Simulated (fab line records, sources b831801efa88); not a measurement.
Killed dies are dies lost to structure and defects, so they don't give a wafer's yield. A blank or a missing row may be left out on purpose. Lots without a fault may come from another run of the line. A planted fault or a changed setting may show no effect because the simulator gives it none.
One fault seen from 2 desks | flow sky130 | each desk has only its own numbers; what lay behind them comes last

THE METROLOGY DESK
What the gauges read, lot by lot, whatever tool the lot ran on: means of the sampled wafers that have a number. A lot is out of limits, marked OUT, if its mean lies more than 4 standard deviations from the usual mean; the brackets give that distance.
Columns: A = CONTACT_CVD_00_THK at SKY_CONTACT_THK_MEAS_01, usual 75.2 nm; B = cd_nm at SKY_CONTACT_CD_MEAS_14, usual 169.8 nm; C = METAL1_ALCU_RS at SKY_METAL1_RS_MEAS_05, usual 0.1258 ohm/sq; D = METAL1_ALCU_THK at SKY_METAL1_THK_MEAS_06, usual 248 nm
lot  | first seen here | A    | B     | C                | D
L209 | day 30 04:23    | 76.4 | 170.3 | 0.1266           | 245
L210 | day 30 14:43    | 75.7 | 174.9 | 0.1252           | 251
L211 | day 30 18:19    | 75.4 | 167.3 | 0.1262           | 246
L213 | day 31 17:55    | 75.4 | 170.0 | 0.1254           | 253
L214 | day 31 19:12    | 74.5 | 172.3 | 0.1259           | 249
L217 | day 33 01:36    | 76.9 | 171.1 | 0.1242           | 253
L219 | day 33 17:34    | 75.2 | 167.4 | 0.1282           | 245
L221 | day 34 12:56    | 74.8 | 169.7 | 0.1241           | 255
L222 | day 35 00:04    | 76.2 | 170.2 | 0.1260           | 247
L224 | day 35 05:18    | 74.2 | 170.7 | 0.1237           | 250
L226 | day 36 01:06    | 75.1 | 170.4 | 0.1115 (-11) OUT | 291 (+14) OUT
L228 | day 36 10:11    | 75.3 | 169.7 | 0.1108 (-12) OUT | 292 (+14) OUT
L229 | day 36 16:41    | 75.3 | 171.7 | 0.0974 (-22) OUT | 332 (+27) OUT
L231 | day 37 06:04    | 74.4 | 170.4 | 0.1253           | 247
L232 | day 37 13:52    | 75.6 | 170.1 | 0.1255           | 251
This desk's finding: out of limits on L226, L228, L229; first on L226, day 37 05:22 (METAL1_ALCU_RS at SKY_METAL1_RS_MEAS_05). In limits: L209, L210, L211, L213, L214, L217, L219, L221, L222, L224, L231, L232.

THE TOOL OWNER'S DESK: pvd_sputter-02
The tool's own readings at SKY_METAL1_SPUTTER_02 (material AlCu, target thk 250 nm, time 13.3 s): means of the sampled wafers that have a number, for each lot that ran on this tool. A lot is out of limits, marked OUT, if its mean lies more than 4 standard deviations from the usual mean; the brackets give that distance.
Columns: A = throttle_valve_pct at SKY_METAL1_SPUTTER_02, usual 30.5 %
lot  | first seen here | A
L209 | day 31 09:57    | 31.5
L214 | day 33 00:05    | 31.6
L217 | day 34 06:01    | 30.7
L222 | day 36 04:53    | 29.7
L224 | day 36 09:14    | 31.0
L226 | day 37 05:17    | 31.0
L228 | day 37 14:25    | 31.4
L229 | day 37 21:56    | 30.7
This desk's finding: nothing out of limits on any of the 8 lots.

PUT TOGETHER
The metrology desk could have raised an alarm at day 37 05:22, on L226, L228, L229.
The tool owner's desk saw nothing out of limits.
The tool owner's desk has L226, L228, L229 on record, within its limits.
Of the lots named, all ran SKY_METAL1_SPUTTER_02 on pvd_sputter-02.

WHAT THE SIMULATOR HAD PUT IN
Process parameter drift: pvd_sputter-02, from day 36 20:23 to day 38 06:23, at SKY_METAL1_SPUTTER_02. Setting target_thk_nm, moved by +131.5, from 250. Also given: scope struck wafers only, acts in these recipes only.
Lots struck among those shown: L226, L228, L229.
Hours from the fault's start to each desk's first reading out of limits: the metrology desk, 9.
